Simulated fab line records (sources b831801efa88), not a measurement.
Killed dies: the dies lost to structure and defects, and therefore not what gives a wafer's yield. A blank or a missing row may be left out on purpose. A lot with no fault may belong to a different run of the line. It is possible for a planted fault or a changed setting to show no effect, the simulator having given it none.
Chamber matching :: flow sky130 :: 4 sister chambers for SKY_VIA2_ETCH_15 on rie-diel-01
The step etches SiO2 in C4F8/O2/Ar, stops on TiN, target depth 546 nm, time 84 s. 14 wafers are shown with their chamber, then 6 later ones without.

== WAFERS WITH THEIR CHAMBER ==
wafer: L443.2
chamber: 1
oes-product-au (a.u.): 0.943

wafer: L443.5
chamber: 1
oes-product-au (a.u.): 0.946

wafer: L443.6
chamber: 0
oes-product-au (a.u.): 0.932

wafer: L445.3
chamber: 3
oes-product-au (a.u.): 0.937

wafer: L445.4
chamber: 0
oes-product-au (a.u.): 0.943

wafer: L445.5
chamber: 3
oes-product-au (a.u.): 0.942

wafer: L450.2
chamber: 0
oes-product-au (a.u.): 0.939

wafer: L450.4
chamber: 3
oes-product-au (a.u.): 0.943

wafer: L450.6
chamber: 2
oes-product-au (a.u.): 0.945

wafer: L457.1
chamber: 2
oes-product-au (a.u.): 0.945

wafer: L457.3
chamber: 3
oes-product-au (a.u.): 0.939

wafer: L461.1
chamber: 3
oes-product-au (a.u.): 0.934

wafer: L461.5
chamber: 1
oes-product-au (a.u.): 0.947

wafer: L461.6
chamber: 0
oes-product-au (a.u.): 0.940

SIGNATURES (averages over the wafers above)
reading: oes-product-au
chamber 0: 0.93850
chamber 1: 0.94533
chamber 2: 0.94500
chamber 3: 0.93900
scatter within a chamber: 0.00357
Rule: a wafer lies at a distance from a chamber equal to the root of the sum of squares, over the readings, of (its reading less the chamber's mean, divided by the reading's scatter). The wafer belongs to the nearest chamber; if the next one is less than 2 further off, it can't be placed. How the scatter is found: for the shown wafers, subtract from each reading the mean of its chamber, square and add these, divide the total by (wafers less chambers), then take the root.

== WAFERS WHOSE CHAMBER IS MISSING ==
wafer: L462.2
oes-product-au (a.u.): 0.941

wafer: L462.4
oes-product-au (a.u.): 0.940

wafer: L462.6
oes-product-au (a.u.): 0.950

wafer: L463.3
oes-product-au (a.u.): 0.940

wafer: L463.5
oes-product-au (a.u.): 0.934

wafer: L463.6
oes-product-au (a.u.): 0.942

== WHICH CHAMBER EACH WENT THROUGH ==
wafer: L462.2
from the rows above: can't be placed: 3 or 0 or 2 or 1
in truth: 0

wafer: L462.4
from the rows above: can't be placed: 3 or 0 or 2 or 1
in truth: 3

wafer: L462.6
from the rows above: can't be placed: 1 or 2 or 3 or 0
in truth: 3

wafer: L463.3
from the rows above: can't be placed: 3 or 0 or 2 or 1
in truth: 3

wafer: L463.5
from the rows above: can't be placed: 0 or 3 or 2 or 1
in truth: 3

wafer: L463.6
from the rows above: can't be placed: 2 or 3 or 1 or 0
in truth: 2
Correctly placed: 0 of 6. Unplaceable from these rows: 6, with the true chamber sitting among the candidates in 6. Wrongly placed: 0.
